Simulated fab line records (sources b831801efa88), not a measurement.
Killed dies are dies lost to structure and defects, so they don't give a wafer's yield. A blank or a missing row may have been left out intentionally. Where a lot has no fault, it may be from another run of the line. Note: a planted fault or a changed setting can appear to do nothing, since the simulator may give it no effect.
fab line records	flow sky130
[record] lots = 7	wafers = 21	last-day = 50
route steps=708 shown LDD_HVN@274 LDD_HVP@278 LDD_LDN@289 PAD_OPEN@708
lots with no fault: from the same line, run without faults
start-h: hours from the record's first day to the start of the lot's first wafer shown	wait-h: hours elapsed since this lot's preceding step	" unchanged from the row above	L1.1+2: several wafers, shown together as one row	- no value, or no start given	* or withheld: withheld	< > ~ a bound
route shown NAME@n: NAME is a module with steps in the file, n the number in the route of the first one	usual: mean/standard deviation taken from wafers without a fault	same: alike in all rows	chamber/n: place in a boat	sites: each site's reading	_std_site: their standard deviation	_edge_site: outer sites' mean less inner sites'	radius-mm: for every site, how far away it sits from the centre of the wafer	mask NAME#n: copy n	behind: tool/chamber where the wafer was last shaped	hold: the reason the lot was held/the length of the hold in hours/how it ended	device: the n, p or np transistor that did not switch	end of line: the route-end tests of the same wafers	for a step that has no rows: nothing shown but its recipe	killed: dies lost to structure and defects at the first sort, not the wafer's yield	map: dies across one wafer; x = killed, . = not, _ = none there
set.NAME: the setting the step ran with; set.NAME@STEP: the setting that earlier step ran with	model.NAME: the simulator's own value behind a step, which no gauge read
lots at selected steps of the route; one table per step, one row per wafer
services: when a tool's chamber went out of use (start-h, in hours from the record's first day, below 0 if earlier), for how many hours, and the reason
[[steps]]
[step SKY_LDD_HVN_OVL_MEAS_07]
[usual] LDD_HVN_OVL = 1.1/1.4
lot.wafer	tool	chamber	start-h	wait-h	LDD_HVN_OVL[nm]
L683.1	overlay-02	-	488.98	0.1	-1.1
L683.2	"	-	"	"	0.5
L683.5	"	-	"	"	-0.5
L687.2	overlay-02	-	557.29	0.1	2.4
L687.3	"	-	"	"	1.7
L687.6	"	-	"	"	2.9
L691.3	overlay-01	-	567.09	0.1	1.8
L691.4	"	-	"	"	0.9
L691.5	"	-	"	"	-1.4
L694.2	overlay-02	-	584.99	0.1	1.3
L694.4	"	-	"	"	2.3
L694.5	"	-	"	"	2.3
L700.3	overlay-01	-	635.80	0.1	3.1
L700.4	"	-	"	"	1.5
L700.5	"	-	"	"	2.0
L702.1	overlay-02	-	643.73	0.1	1.8
L702.3	"	-	"	"	1.6
L702.6	"	-	"	"	2.0
L703.1	overlay-01	-	657.13	0.1	0.4
L703.5	"	-	"	"	0.0
L703.6	"	-	"	"	0.5
[step SKY_LDD_HVN_IMPLANT_08]
[recipe] species = P	energy-kev = 60	dose-cm2 = 3e+13	tilt-deg = 40
[step SKY_LDD_HVN_STRIP_09]
[recipe] chemistry = O2/N2	power-w = 1400	pressure-mtorr = 1500	platen-temp-c = withheld	o2-flow-sccm = 3000	n2-flow-sccm = 300	overash-fraction = 0.5
[usual] drypump-motor-current-A = 5.6/0.37	oes-product-au = 0.408/0.0044	strip-time-to-endpoint-s = 4.142/0.013
lot.wafer	tool	chamber	start-h	wait-h	drypump-motor-current-A	oes-product-au	rf-hours-counter-h	strip-time-to-endpoint-s
L683.1	plasma-asher-01	1	489.17	0.1	6.2	0.410	36	4.136
L683.2	"	0	"	"	5.3	0.417	36	4.143
L683.5	"	0	"	"	5.2	0.411	-	4.139
L687.2	plasma-asher-03	1	557.47	0.1	5.5	0.400	13	4.145
L687.3	"	1	"	"	5.4	0.414	-	4.158
L687.6	"	0	"	"	5.8	0.407	-	4.138
L691.3	plasma-asher-02	1	567.30	0.1	5.9	0.409	-	4.141
L691.4	"	0	"	"	5.1	0.408	-	4.132
L691.5	"	0	"	"	5.1	0.406	-	4.128
L694.2	plasma-asher-02	0	585.17	0.1	5.1	0.400	76	4.139
L694.4	"	0	"	"	5.1	0.408	-	4.163
L694.5	"	1	"	"	5.9	0.407	-	4.138
L700.3	plasma-asher-03	0	636.00	0.1	5.8	0.406	-	4.156
L700.4	"	1	"	"	5.5	0.407	-	4.147
L700.5	"	0	"	"	5.8	0.410	-	4.152
L702.1	plasma-asher-01	0	643.92	0.1	5.2	0.409	51	4.171
L702.3	"	1	"	"	6.2	0.404	-	4.158
L702.6	"	0	"	"	5.2	0.404	-	4.138
L703.1	plasma-asher-03	0	657.32	0.1	5.8	0.404	23	4.149
L703.5	"	1	"	"	5.5	0.402	-	4.128
L703.6	"	0	"	"	5.8	0.407	-	4.147
[step SKY_LDD_HVN_TW_MEAS_10]
[usual] LDD_HVN_TW = 1428/8.4
lot.wafer	tool	chamber	start-h	wait-h	LDD_HVN_TW
L683.1	film-metro-02	-	489.27	0.1	1436
L683.2	"	-	"	"	1427
L683.5	"	-	"	"	1430
L687.2	film-metro-02	-	557.58	0.1	1423
L687.3	"	-	"	"	1427
L687.6	"	-	"	"	1422
L691.3	film-metro-04	-	567.39	0.1	1416
L691.4	"	-	"	"	1410
L691.5	"	-	"	"	1413
L694.2	film-metro-02	-	585.28	0.1	1436
L694.4	"	-	"	"	1432
L694.5	"	-	"	"	1432
L700.3	film-metro-01	-	636.09	0.1	1445
L700.4	"	-	"	"	1442
L700.5	"	-	"	"	1434
L702.1	film-metro-01	-	644.02	0.1	1445
L702.3	"	-	"	"	1435
L702.6	"	-	"	"	1433
L703.1	film-metro-01	-	657.42	0.1	1428
L703.5	"	-	"	"	1439
L703.6	"	-	"	"	1434
[step SKY_LDD_HVP_DEHYDRATE_00]
[recipe] temp-c = 200	time-s = 60
[step SKY_LDD_HVP_HMDS_01]
[recipe] prime-time-s = 60	prime-temp-c = 120
[step SKY_LDD_HVP_COAT_02]
[recipe] resist = NOVOLAK	spin-rpm = 3000	resist-thk-nm = 300
[step SKY_LDD_HVP_SOFTBAKE_03]
[recipe] temp-c = 90	time-s = 60	resist = NOVOLAK
[step SKY_LDD_HVP_EXPOSE_04]
[recipe] mask-id = HVPTM	na = 0.6	source-shape = conventional	sigma-outer = 0.6	polarization = unpolarized	target-cd-nm = 700	dose-mj = 86
[step SKY_LDD_HVP_PEB_05]
[recipe] temp-c = withheld	time-s = *	resist = NOVOLAK
[step SKY_LDD_HVP_DEVELOP_06]
[recipe] resist = NOVOLAK	developer = TMAH	develop-time-s = 60	dev-temp-c = 23
[step SKY_LDD_HVP_OVL_MEAS_07]
[usual] LDD_HVP_OVL = 1.0/1.2
lot.wafer	tool	chamber	start-h	wait-h	LDD_HVP_OVL[nm]
L683.1	overlay-01	-	519.53	0.1	-0.1
L683.2	"	-	"	"	0.9
L683.5	"	-	"	"	2.4
L687.2	overlay-01	-	586.59	0.1	0.9
L687.3	"	-	"	"	1.0
L687.6	"	-	"	"	0.4
L691.3	overlay-01	-	596.30	0.1	-0.5
L691.4	"	-	"	"	1.9
L691.5	"	-	"	"	1.1
L694.2	overlay-02	-	613.59	0.1	2.4
L694.4	"	-	"	"	0.9
L694.5	"	-	"	"	1.8
L700.3	overlay-02	-	664.09	0.1	-1.1
L700.4	"	-	"	"	1.0
L700.5	"	-	"	"	-0.4
L702.1	overlay-02	-	671.98	0.1	-2.2
L702.3	"	-	"	"	0.2
L702.6	"	-	"	"	1.8
L703.1	overlay-02	-	685.43	0.1	-1.2
L703.5	"	-	"	"	0.7
L703.6	"	-	"	"	1.9
[step SKY_LDD_HVP_IMPLANT_08]
[recipe] species = B	energy-kev = 20	dose-cm2 = 1.735e+13	tilt-deg = 17.9
[usual] beam-on-s = 10.00/0.21	faraday-current-uA = 97.8/2	tilt-deg = 17.901/0.018
lot.wafer	tool	chamber	start-h	wait-h	beam-on-s	faraday-current-uA	tilt-deg
L683.1	implanter-03	0	519.57	0.0	10.28	95.3	17.927
L683.2	"	0	"	"	9.99	98.0	17.898
L683.5	"	0	"	"	10.14	96.2	17.881
L687.2	implanter-02	0	586.64	0.0	11.81	83.0	17.906
L687.3	"	0	"	"	11.92	82.3	17.902
L687.6	"	0	"	"	11.73	83.2	17.935
L691.3	implanter-02	0	596.37	0.1	11.67	83.9	17.911
L691.4	"	0	"	"	11.34	85.8	17.892
L691.5	"	0	"	"	11.30	86.2	17.906
L694.2	implanter-02	0	613.64	0.0	11.12	87.8	17.889
L694.4	"	0	"	"	11.51	85.4	17.907
L694.5	"	0	"	"	12.30	79.5	17.928
L700.3	implanter-03	0	664.17	0.1	10.16	96.4	17.900
L700.4	"	0	"	"	9.83	99.0	17.912
L700.5	"	0	"	"	10.23	95.5	17.895
L702.1	implanter-01	0	672.02	0.0	9.86	99.1	17.928
L702.3	"	0	"	"	10.02	97.7	17.912
L702.6	"	0	"	"	10.08	96.6	17.932
L703.1	implanter-02	0	685.47	0.0	10.21	95.5	17.882
L703.5	"	0	"	"	10.50	93.2	17.891
L703.6	"	0	"	"	9.96	97.9	17.891
[step SKY_LDD_HVP_STRIP_09]
[recipe] chemistry = O2/N2	power-w = 1400	pressure-mtorr = 1500	platen-temp-c = withheld	o2-flow-sccm = 3000	n2-flow-sccm = 300	overash-fraction = 0.5
[usual] drypump-motor-current-A = 5.6/0.66	oes-product-au = 0.409/0.0044	strip-time-to-endpoint-s = 4.145/0.015
lot.wafer	tool	chamber	start-h	wait-h	drypump-motor-current-A	oes-product-au	rf-hours-counter-h	strip-time-to-endpoint-s
L683.1	plasma-asher-03	1	519.72	0.1	5.4	0.409	9	4.140
L683.2	"	0	"	"	5.8	0.410	9	4.144
L683.5	"	0	"	"	5.8	0.409	-	4.136
L687.2	plasma-asher-04	1	586.77	0.1	4.7	0.407	88	4.133
L687.3	"	1	"	"	4.6	0.401	-	4.139
L687.6	"	0	"	"	6.7	0.411	-	4.158
L691.3	plasma-asher-02	0	596.50	0.1	5.1	0.408	-	4.120
L691.4	"	1	"	"	5.9	0.403	-	4.155
L691.5	"	0	"	"	5.1	0.411	-	4.158
L694.2	plasma-asher-04	0	613.77	0.1	6.7	0.414	91	4.154
L694.4	"	0	"	"	6.7	0.406	-	4.163
L694.5	"	1	"	"	4.7	0.413	-	4.149
L700.3	plasma-asher-02	0	664.30	0.1	5.1	0.405	-	4.142
L700.4	"	1	"	"	5.9	0.410	-	4.162
L700.5	"	1	"	"	5.9	0.411	-	4.140
L702.1	plasma-asher-04	0	672.17	0.1	6.7	0.414	97	4.152
L702.3	"	1	"	"	4.7	0.411	-	4.154
L702.6	"	1	"	"	4.7	0.404	-	4.138
L703.1	plasma-asher-04	0	685.62	0.1	6.7	0.403	98	4.131
L703.5	"	0	"	"	6.7	0.413	-	4.149
L703.6	"	1	"	"	4.6	0.413	-	4.149
[step SKY_LDD_HVP_TW_MEAS_10]
[usual] LDD_HVP_TW = 459/5.2
lot.wafer	tool	chamber	start-h	wait-h	LDD_HVP_TW
L683.1	film-metro-01	-	519.82	0.1	457
L683.2	"	-	"	"	457
L683.5	"	-	"	"	456
L687.2	film-metro-04	-	586.88	0.1	477
L687.3	"	-	"	"	476
L687.6	"	-	"	"	476
L691.3	film-metro-04	-	596.59	0.1	477
L691.4	"	-	"	"	474
L691.5	"	-	"	"	475
L694.2	film-metro-04	-	613.88	0.1	482
L694.4	"	-	"	"	478
L694.5	"	-	"	"	476
L700.3	film-metro-01	-	664.39	0.1	460
L700.4	"	-	"	"	459
L700.5	"	-	"	"	457
L702.1	film-metro-03	-	672.27	0.1	468
L702.3	"	-	"	"	467
L702.6	"	-	"	"	469
L703.1	film-metro-04	-	685.72	0.1	452
L703.5	"	-	"	"	457
L703.6	"	-	"	"	455
[step SKY_LDD_LDN_DEHYDRATE_00]
[recipe] temp-c = 200	time-s = 60
[step SKY_PAD_OPEN_PROBE_99]
[usual] killed_at_M0_to_M3 = 44/6.6	killed_at_M4_up = 2.9/1.8	killed-at-contacts = 24/4.8	killed-at-front-end = 15/4.5	killed-at-other = 0.3/0.64	killed-dies = 86/8.7	killed-open = 47/6.5	killed-short = 39/5.8
[same] gross-dies = 492	killed-at-back-side = 0
lot.wafer	tool	chamber	start-h	wait-h	killed_at_M0_to_M3	killed_at_M4_up	killed-at-contacts	killed-at-front-end	killed-at-other	killed-dies	killed-open	killed-short	model.etest.tip_p_5v.rs-ohm-sq
L683.1	prober-02	-	1091.66	0.1	37	1	27	18	0	83	49	34	2836
L683.2	prober-02	-	1091.71	0.1	46	3	33	13	0	95	56	39	2828
L683.5	prober-02	-	1091.86	0.2	46	3	24	18	0	91	46	44	2856
L687.2	prober-01	-	1137.77	0.1	42	0	25	14	0	81	42	39	2516
L687.3	prober-01	-	1137.82	0.2	43	3	27	14	2	89	53	35	2509
L687.6	prober-01	-	1137.97	0.2	64	6	31	9	1	111	72	39	2528
L691.3	prober-02	-	1143.16	0.2	51	6	24	24	0	105	57	48	2544
L691.4	prober-02	-	1143.21	0.2	54	3	18	19	1	95	55	40	2541
L691.5	prober-02	-	1143.26	0.2	47	1	31	13	0	92	51	41	2525
L694.2	prober-01	-	1152.95	0.1	35	1	22	15	0	73	34	39	2527
L694.4	prober-01	-	1153.05	0.2	55	1	29	9	0	94	53	41	2508
L694.5	prober-01	-	1153.10	0.2	49	2	14	18	0	83	43	40	2515
L700.3	prober-01	-	1181.90	0.2	42	3	29	21	0	95	54	41	2806
L700.4	prober-01	-	1181.95	0.2	38	1	19	19	1	78	47	31	2793
L700.5	prober-01	-	1182.00	0.2	45	1	27	14	0	87	46	41	2798
L702.1	prober-01	-	1186.76	0.1	41	4	25	22	1	93	55	37	2816
L702.3	prober-01	-	1186.86	0.2	36	4	21	21	0	82	42	35	2811
L702.6	prober-01	-	1187.01	0.2	53	3	16	13	0	85	48	36	2845
L703.1	prober-02	-	1195.61	0.1	44	2	25	13	0	84	46	38	2796
L703.5	prober-02	-	1195.81	0.2	52	2	28	17	0	99	59	40	2803
L703.6	prober-02	-	1195.86	0.2	47	2	23	4	0	76	34	41	2777
// killed by level:class
L683.1 VIA1:geometric-particle:open=10 CONTACT:geometric-particle:open=8 LI_CONTACT:geometric-particle:open=7 POLY_GATE:geometric-particle:open=5 LOCAL_INTERCONNECT:geometric-particle:short=5 METAL1:geometric-particle:short=5 VIA1:geometric-particle:short=5 FIELD_ISO:geometric-particle:open=4
L683.2 VIA1:geometric-particle:open=11 CONTACT:geometric-particle:open=9 VIA3:geometric-particle:open=9 LOCAL_INTERCONNECT:geometric-particle:short=8 LI_CONTACT:geometric-particle:open=8 VIA2:geometric-particle:open=6 CONTACT:geometric-particle:short=6 FIELD_ISO:geometric-particle:open=4
L683.5 VIA3:geometric-particle:open=11 FIELD_ISO:geometric-particle:short=8 VIA1:geometric-particle:open=7 FIELD_ISO:geometric-particle:open=6 CONTACT:geometric-particle:open=6 LI_CONTACT:geometric-particle:open=5 VIA2:geometric-particle:open=5 VIA3:geometric-particle:short=5
L687.2 CONTACT:geometric-particle:open=12 METAL2:geometric-particle:short=7 VIA3:geometric-particle:open=7 VIA1:geometric-particle:open=6 LOCAL_INTERCONNECT:geometric-particle:short=6 FIELD_ISO:geometric-particle:short=5 METAL1:geometric-particle:short=4 VIA2:geometric-particle:open=4
L687.3 VIA1:geometric-particle:open=15 LI_CONTACT:geometric-particle:open=12 CONTACT:geometric-particle:open=8 VIA3:geometric-particle:short=8 VIA1:geometric-particle:short=5 VIA2:geometric-particle:open=5 FIELD_ISO:geometric-particle:short=4 POLY_GATE:geometric-particle:open=4
L687.6 VIA1:geometric-particle:open=18 VIA3:geometric-particle:open=11 LI_CONTACT:geometric-particle:open=9 VIA2:geometric-particle:open=9 CONTACT:geometric-particle:open=8 METAL2:geometric-particle:short=7 LI_CONTACT:geometric-particle:short=4 METAL2:geometric-particle:open=4
L691.3 CONTACT:geometric-particle:open=10 VIA3:geometric-particle:open=9 FIELD_ISO:geometric-particle:short=8 VIA1:geometric-particle:open=8 FIELD_ISO:geometric-particle:open=7 VIA2:geometric-particle:open=7 VIA1:geometric-particle:short=6 CONTACT:geometric-particle:short=6
L691.4 VIA1:geometric-particle:open=23 CONTACT:geometric-particle:open=10 FIELD_ISO:geometric-particle:short=7 VIA3:geometric-particle:open=6 FIELD_ISO:geometric-particle:open=5 VIA1:geometric-particle:short=5 POLY_GATE:geometric-particle:short=4 METAL1:geometric-particle:short=4
L691.5 VIA1:geometric-particle:open=15 CONTACT:geometric-particle:open=9 LI_CONTACT:geometric-particle:open=8 CONTACT:geometric-particle:short=7 VIA1:geometric-particle:short=6 METAL1:geometric-particle:short=6 VIA3:geometric-particle:open=6 POLY_GATE:geometric-particle:short=5
L694.2 CONTACT:geometric-particle:open=11 METAL2:geometric-particle:short=9 POLY_GATE:geometric-particle:short=8 VIA3:geometric-particle:open=6 VIA1:geometric-particle:open=6 FIELD_ISO:geometric-particle:short=5 LI_CONTACT:geometric-particle:open=4 LOCAL_INTERCONNECT:geometric-particle:short=4
L694.4 VIA1:geometric-particle:open=14 CONTACT:geometric-particle:open=10 VIA3:geometric-particle:open=8 CONTACT:geometric-particle:short=7 VIA1:geometric-particle:short=7 METAL2:geometric-particle:short=7 VIA2:geometric-particle:open=6 LI_CONTACT:geometric-particle:open=5
L694.5 VIA1:geometric-particle:open=12 VIA3:geometric-particle:open=9 CONTACT:geometric-particle:open=7 METAL1:geometric-particle:short=7 FIELD_ISO:geometric-particle:short=6 VIA2:geometric-particle:open=6 POLY_GATE:geometric-particle:short=5 METAL2:geometric-particle:short=5
L700.3 VIA1:geometric-particle:open=10 CONTACT:geometric-particle:open=9 LI_CONTACT:geometric-particle:open=8 VIA3:geometric-particle:open=8 POLY_GATE:geometric-particle:open=6 LOCAL_INTERCONNECT:geometric-particle:short=6 CONTACT:geometric-particle:short=6 FIELD_ISO:geometric-particle:open=5
L700.4 VIA1:geometric-particle:open=12 FIELD_ISO:geometric-particle:open=6 VIA2:geometric-particle:open=6 VIA3:geometric-particle:open=6 FIELD_ISO:geometric-particle:short=5 LOCAL_INTERCONNECT:geometric-particle:short=4 LI_CONTACT:geometric-particle:open=4 LI_CONTACT:geometric-particle:short=4
L700.5 VIA1:geometric-particle:open=11 VIA2:geometric-particle:open=9 CONTACT:geometric-particle:short=8 LI_CONTACT:geometric-particle:open=6 LOCAL_INTERCONNECT:geometric-particle:short=6 VIA3:geometric-particle:open=6 VIA2:geometric-particle:short=6 LI_CONTACT:geometric-particle:short=4
L702.1 VIA1:geometric-particle:open=14 FIELD_ISO:geometric-particle:short=9 CONTACT:geometric-particle:open=9 VIA2:geometric-particle:open=8 CONTACT:geometric-particle:short=7 LI_CONTACT:geometric-particle:open=6 METAL2:geometric-particle:short=4 POLY_GATE:geometric-particle:open=4
L702.3 VIA1:geometric-particle:open=10 CONTACT:geometric-particle:open=9 VIA2:geometric-particle:open=9 POLY_GATE:geometric-particle:short=4 CONTACT:geometric-particle:short=4 METAL2:geometric-particle:short=4 NWELL:coat-microbubble-printed=4 FIELD_ISO:geometric-particle:short=3
L702.6 VIA1:geometric-particle:open=11 VIA3:geometric-particle:open=11 VIA1:geometric-particle:short=6 METAL2:geometric-particle:short=6 CONTACT:geometric-particle:open=5 METAL1:geometric-particle:short=5 VIA2:geometric-particle:open=5 LI_CONTACT:geometric-particle:open=4
L703.1 VIA1:geometric-particle:open=13 CONTACT:geometric-particle:short=10 CONTACT:geometric-particle:open=8 VIA3:geometric-particle:open=6 FIELD_ISO:geometric-particle:short=5 METAL2:geometric-particle:short=5 LI_CONTACT:geometric-particle:open=5 VIA1:geometric-particle:short=5
L703.5 VIA3:geometric-particle:open=12 CONTACT:geometric-particle:open=10 VIA1:geometric-particle:open=7 LI_CONTACT:geometric-particle:short=6 METAL1:geometric-particle:short=6 FIELD_ISO:geometric-particle:open=5 VIA2:geometric-particle:open=5 LI_CONTACT:geometric-particle:open=5
L703.6 VIA3:geometric-particle:open=8 VIA1:geometric-particle:short=8 VIA2:geometric-particle:open=7 CONTACT:geometric-particle:open=7 CONTACT:geometric-particle:short=7 METAL1:geometric-particle:short=6 METAL2:geometric-particle:short=5 VIA2:geometric-particle:short=5
[[services]]
tool	chamber	start-h	hours	kind
plasma-asher-02	-	494.49	1.0	repair
implanter-01	-	498.74	1.0	repair
plasma-asher-03	-	511.79	0.8	repair
plasma-asher-03	-	536.27	0.7	repair
implanter-03	-	539.05	1.6	repair
implanter-01	-	539.59	2.8	pm
plasma-asher-03	-	545.70	4.1	repair
implanter-01	-	546.78	2.7	repair
plasma-asher-03	-	553.89	0.9	repair
implanter-02	-	559.04	4.7	repair
implanter-03	-	589.57	1.0	repair
implanter-03	-	602.08	3.9	repair
plasma-asher-02	-	605.98	1.0	repair
plasma-asher-01	-	611.45	6.5	repair
implanter-03	-	616.09	2.8	repair
implanter-03	-	628.29	13.7	repair
plasma-asher-01	-	667.50	5.7	repair
implanter-01	-	676.93	1.3	repair
[[key]]
[first-sign] step = SKY_LDD_HVP_IMPLANT_08	reading = beam-on-s	direction = up	sigmas = 7.8	usual = 10.00	struck = 11.64
[effect] step = SKY_LDD_HVP_IMPLANT_08	reading = faraday-current-uA	direction = down	sigmas = 6.8	usual = 97.8	struck = 84.1
[effect] step = SKY_LDD_HVP_TW_MEAS_10	reading = LDD_HVP_TW	direction = up	sigmas = 3.5	usual = 459	struck = 477
[model-effect] step = SKY_PAD_OPEN_PROBE_99	value = etest.tip_p_5v.rs-ohm-sq	without = 2813	struck = 2524
met-at SKY_LDD_HVP_IMPLANT_08
struck-wafers L687.2,L687.3,L687.6,L691.3,L691.4,L691.5,L694.2,L694.4,L694.5
tester-left-out L687,L691,L694
[fault] kind = process-parameter-drift	tool = implanter-02	chamber = -	onset-h = 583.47	steps = SKY_LDD_HVP_IMPLANT_08	channel = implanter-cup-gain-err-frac	offset = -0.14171	shape = step	end-h = 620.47
// tester-left-out: of these lots the tester's yield and bins aren't shown, on N5 and GAA mostly nor the transistor test; their killed dies are dies lost to structure and defects alone, not to doping, threshold or leakage, so they don't give the yield
